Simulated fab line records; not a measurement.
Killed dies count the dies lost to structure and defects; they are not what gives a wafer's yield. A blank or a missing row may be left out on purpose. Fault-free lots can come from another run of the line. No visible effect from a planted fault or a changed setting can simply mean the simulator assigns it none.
Matching of chambers || flow gf180mcu || 4 sister chambers for GF_POLY_GATE_ETCH_13 on rieSi-02
The step etches poly-Si in HBr/Cl2, stops on SiO2, target depth 198.5 nm, time 69.6 s. 18 wafers are shown with their chamber, then 9 later ones without.

WAFERS, EACH WITH ITS CHAMBER
{"wafer": "L691.2", "chamber": 0, "drypumpMotorCurrentA (A)": 5.1, "runLengthS (s)": 98.3, "oesProductAu (a.u.)": 0.985}
{"wafer": "L691.5", "chamber": 1, "drypumpMotorCurrentA (A)": 5.2, "runLengthS (s)": 98.1, "oesProductAu (a.u.)": 0.992}
{"wafer": "L691.6", "chamber": 0, "drypumpMotorCurrentA (A)": 5.1, "runLengthS (s)": 97.8, "oesProductAu (a.u.)": 0.982}
{"wafer": "L692.2", "chamber": 3, "drypumpMotorCurrentA (A)": 6.2, "runLengthS (s)": 97.5, "oesProductAu (a.u.)": 0.999}
{"wafer": "L692.4", "chamber": 0, "drypumpMotorCurrentA (A)": 5.1, "runLengthS (s)": 97.9, "oesProductAu (a.u.)": 0.975}
{"wafer": "L692.5", "chamber": 2, "drypumpMotorCurrentA (A)": 6.8, "runLengthS (s)": 98.2, "oesProductAu (a.u.)": 0.990}
{"wafer": "L694.4", "chamber": 2, "drypumpMotorCurrentA (A)": 6.9, "runLengthS (s)": 98.3, "oesProductAu (a.u.)": 1.002}
{"wafer": "L694.5", "chamber": 0, "drypumpMotorCurrentA (A)": 5.1, "runLengthS (s)": 97.8, "oesProductAu (a.u.)": 0.982}
{"wafer": "L694.6", "chamber": 3, "drypumpMotorCurrentA (A)": 6.1, "runLengthS (s)": 97.9, "oesProductAu (a.u.)": 0.982}
{"wafer": "L702.1", "chamber": 3, "drypumpMotorCurrentA (A)": 6.2, "runLengthS (s)": 97.6, "oesProductAu (a.u.)": 0.994}
{"wafer": "L702.5", "chamber": 3, "drypumpMotorCurrentA (A)": 6.2, "runLengthS (s)": 97.7, "oesProductAu (a.u.)": 0.990}
{"wafer": "L702.6", "chamber": 0, "drypumpMotorCurrentA (A)": 5.0, "runLengthS (s)": 97.8, "oesProductAu (a.u.)": 0.992}
{"wafer": "L703.1", "chamber": 2, "drypumpMotorCurrentA (A)": 6.8, "runLengthS (s)": 98.3, "oesProductAu (a.u.)": 0.987}
{"wafer": "L703.4", "chamber": 0, "drypumpMotorCurrentA (A)": 5.1, "runLengthS (s)": 98.0, "oesProductAu (a.u.)": 0.970}
{"wafer": "L703.5", "chamber": 3, "drypumpMotorCurrentA (A)": 6.2, "runLengthS (s)": 97.5, "oesProductAu (a.u.)": 0.979}
{"wafer": "L705.1", "chamber": 3, "drypumpMotorCurrentA (A)": 6.1, "runLengthS (s)": 98.2, "oesProductAu (a.u.)": 0.987}
{"wafer": "L705.3", "chamber": 1, "drypumpMotorCurrentA (A)": 5.2, "runLengthS (s)": 98.1, "oesProductAu (a.u.)": 0.995}
{"wafer": "L705.4", "chamber": 2, "drypumpMotorCurrentA (A)": 6.8, "runLengthS (s)": 97.8, "oesProductAu (a.u.)": 0.984}

SIGNATURES (means of the wafers above)
{"reading": "drypumpMotorCurrentA", "chamber 0": 5.083, "chamber 1": 5.200, "chamber 2": 6.825, "chamber 3": 6.167, "scatter within a chamber": 0.0456}
{"reading": "runLengthS", "chamber 0": 97.933, "chamber 1": 98.100, "chamber 2": 98.150, "chamber 3": 97.733, "scatter within a chamber": 0.229}
{"reading": "oesProductAu", "chamber 0": 0.98100, "chamber 1": 0.99350, "chamber 2": 0.99075, "chamber 3": 0.98850, "scatter within a chamber": 0.00739}
Rule: distance of a wafer from a chamber = root of the sum over the readings of ((wafer's reading minus chamber's mean) / reading's scatter) squared. If the next closest chamber is less than 2 further off than the closest, the wafer can't be placed; otherwise it belongs to the closest. The scatter: the root of (the sum of the squares of (reading less its chamber's mean) over the shown wafers, divided by (wafers less chambers)).

WAFERS WHOSE CHAMBER IS MISSING
{"wafer": "L709.1", "drypumpMotorCurrentA (A)": 6.1, "runLengthS (s)": 97.6, "oesProductAu (a.u.)": 0.985}
{"wafer": "L709.3", "drypumpMotorCurrentA (A)": 5.0, "runLengthS (s)": 97.7, "oesProductAu (a.u.)": 0.983}
{"wafer": "L709.4", "drypumpMotorCurrentA (A)": 5.2, "runLengthS (s)": 97.8, "oesProductAu (a.u.)": 0.996}
{"wafer": "L710.4", "drypumpMotorCurrentA (A)": 5.2, "runLengthS (s)": 98.4, "oesProductAu (a.u.)": 0.997}
{"wafer": "L710.5", "drypumpMotorCurrentA (A)": 6.1, "runLengthS (s)": 98.2, "oesProductAu (a.u.)": 0.978}
{"wafer": "L710.6", "drypumpMotorCurrentA (A)": 5.1, "runLengthS (s)": 98.3, "oesProductAu (a.u.)": 0.990}
{"wafer": "L711.1", "drypumpMotorCurrentA (A)": 5.2, "runLengthS (s)": 98.2, "oesProductAu (a.u.)": 0.994}
{"wafer": "L711.2", "drypumpMotorCurrentA (A)": 6.8, "runLengthS (s)": 97.8, "oesProductAu (a.u.)": 0.995}
{"wafer": "L711.6", "drypumpMotorCurrentA (A)": 5.3, "runLengthS (s)": 98.6, "oesProductAu (a.u.)": 0.988}

EACH ONE'S CHAMBER
{"wafer": "L709.1", "from the rows above": 3, "in truth": 3}
{"wafer": "L709.3", "from the rows above": 0, "in truth": 0}
{"wafer": "L709.4", "from the rows above": "can't be placed: 1 or 0", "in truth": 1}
{"wafer": "L710.4", "from the rows above": 1, "in truth": 1}
{"wafer": "L710.5", "from the rows above": 3, "in truth": 3}
{"wafer": "L710.6", "from the rows above": "can't be placed: 0 or 1", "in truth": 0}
{"wafer": "L711.1", "from the rows above": 1, "in truth": 1}
{"wafer": "L711.2", "from the rows above": 2, "in truth": 2}
{"wafer": "L711.6", "from the rows above": 1, "in truth": 1}
Placed correctly: 7 of 9. From these rows, 2 cannot be placed; in 2 the true chamber is one of the candidates. Wrongly placed: 0.
